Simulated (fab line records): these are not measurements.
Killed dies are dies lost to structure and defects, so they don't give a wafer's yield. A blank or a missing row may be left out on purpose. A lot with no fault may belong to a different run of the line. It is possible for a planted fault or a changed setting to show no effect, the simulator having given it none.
Struck lot and sound lot, side by side | flow sky130 | 17 steps out of a route of 708
Sound: these wafers, L558.2, L558.3, L558.5. Wafers L567.1, L567.4, L567.6 were the ones struck. The cause comes at the end.
At each step with rows: each side's tool, then ch and its chambers, then its first start. Under that, the readings that differ: sound wafers | struck wafers | difference of the means | sigmas: that difference in standard deviations of wafers without a fault.
alike: a reading whose means differ by less than 2 such deviations, as well as words and numbers matching on both sides. not compared: withheld readings; readings where some wafer has no value; bounds like >300 that might hide an equal value; numbers whose values overlap and for which the record gives no deviation.
A row with sigmas, a row that says differs or no value, or rows on one side alone: a step with any of these is where the two part. Numbers that don't overlap but have no deviation are shown without sigmas and don't part them. Lack of a reading on every wafer of one side parts them only where that side has two or more wafers.

SKY_VT_ADJUST_HVTP_OVL_MEAS_08:
  sound: overlay-01 at day 6 18:12; struck: overlay-01 at day 8 22:28
  alike: VT_ADJUST_HVTP_OVL
following that, these wafers have no rows for 1 step: SKY_VT_ADJUST_HVTP_IMPLANT_09.
SKY_VT_ADJUST_HVTP_STRIP_10: strips in O2/N2.
  sound on plasmaAsher-01 ch 0,1, day 6 18:23; struck on plasmaAsher-01 ch 0,1, day 8 22:40
  alike: drypumpMotorCurrentA, oesProductAu, stripTimeToEndpointS
  not compared: rfHoursCounterH
SKY_VT_ADJUST_HVTP_TW_MEAS_11:
  sound: filmMetro-03 at day 6 18:29; struck: filmMetro-03 at day 8 22:46
  alike: VT_ADJUST_HVTP_TW
then, 7 steps without rows for these wafers: SKY_VT_ADJUST_LVTN_DEHYDRATE_00 (time 60 s); SKY_VT_ADJUST_LVTN_HMDS_01 (prime time 60 s); SKY_VT_ADJUST_LVTN_COAT_02 (resist thk 3000 nm); SKY_VT_ADJUST_LVTN_SOFTBAKE_03; SKY_VT_ADJUST_LVTN_EXPOSE_04 (exposes mask NWM COMPLEMENT LESS NATIVE, target cd 840 nm); SKY_VT_ADJUST_LVTN_PEB_05; SKY_VT_ADJUST_LVTN_DEVELOP_06 (develop time 60 s).
SKY_VT_ADJUST_LVTN_OVL_MEAS_07:
  sound: overlay-01 at day 7 12:55; struck: overlay-02 at day 9 18:52
  alike: VT_ADJUST_LVTN_OVL
SKY_VT_ADJUST_LVTN_IMPLANT_08:
  sound on implanter-01 ch 0, day 7 12:59; struck on implanter-01 ch 0, day 9 18:54
reading          | sound                           | struck                        | difference | sigmas
doseIonsCm2      | 1.5714e+12 1.5672e+12 1.568e+12 | 1.555e+11 1.557e+11 1.537e+11 | -1.414e+12 | -99 or more
faradayCurrentUA | 9.26 8.60 9.03                  | 0.92 0.88 0.89                | -8.07      | -45
SKY_VT_ADJUST_LVTN_STRIP_09: strips in O2/N2.
  sound on plasmaAsher-01 ch 0,1, day 7 13:06; struck on plasmaAsher-03 ch 0,1, day 9 19:03
reading                  | sound             | struck            | difference | sigmas
stripTimeToEndpointS (s) | 36.85 36.75 36.77 | 37.08 37.15 37.09 | +0.32      | +3
  alike: drypumpMotorCurrentA, oesProductAu
  not compared: rfHoursCounterH
SKY_VT_ADJUST_LVTN_TW_MEAS_10:
  sound: filmMetro-02 at day 7 13:13; struck: filmMetro-02 at day 9 19:09
reading           | sound             | struck            | difference | sigmas
VT_ADJUST_LVTN_TW | 242.3 242.1 241.7 | 130.0 128.7 131.6 | -111.9     | -66
then, 1 step without rows for these wafers: SKY_VT_ADJUST_LVTN_DEHYDRATE_11 (time 60 s).
-- the record jumps here: 39 days lie between the struck wafers' starts before and after (it left off in module VT_ADJUST_LVTN and takes up again in module PAD_OPEN, whose first step shown is number 708 of the route) --
SKY_PAD_OPEN_PROBE_99:
  sound: prober-01 at day 46 11:38; struck: prober-02 at day 48 10:33
reading                                   | sound                | struck               | difference | sigmas
model.etest.nfet_01v8_lvt.driveUaUm       | 550 550.6 551.4      | 619.7 620.1 612.9    | +66.9      | 
model.etest.nfet_01v8.driveUaUm           | 482.2 483.9 481.7    | 526.3 533.8 532.1    | +48.1      | 
model.etest.nfet_01v8_turned.driveUaUm    | 483.5 482.6 483.2    | 525.1 542 531.1      | +49.6      | 
model.etest.nfet_01v8_swapped.driveUaUm   | 487.6 481.3 486      | 527.8 533.4 531.2    | +45.8      | 
model.etest.sramNfetPass.offLog10AUm      | -12.76 -12.93 -12.77 | -12.39 -12.11 -12.15 | +0.60      | 
model.etest.nfet_01v8_swapped.offLog10AUm | -13.45 -13.56 -13.37 | -13.11 -13.02 -13.1  | +0.38      | 
model.etest.nfet_01v8_turned.offLog10AUm  | -13.38 -13.37 -13.41 | -13.12 -13.01 -13.09 | +0.31      | 
model.etest.nfet_01v8.offLog10AUm         | -13.29 -13.35 -13.3  | -13.1 -12.95 -13.07  | +0.3       | 
  alike: killed_at_M0_to_M3, killed_at_M4_up, killedAtContacts, killedAtFrontEnd, killedAtOther, killedDies, killedOpen, killedShort

== WHERE THEY PART ==
Last at SKY_VT_ADJUST_LVTN_TW_MEAS_10 as far as this record goes, first at SKY_VT_ADJUST_LVTN_IMPLANT_08. Later steps at which nothing parts them and some readings are alike: SKY_PAD_OPEN_PROBE_99.

WHY: what the simulator had put in
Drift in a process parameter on implanter-01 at SKY_VT_ADJUST_LVTN_IMPLANT_08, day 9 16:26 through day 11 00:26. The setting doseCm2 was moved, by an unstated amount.
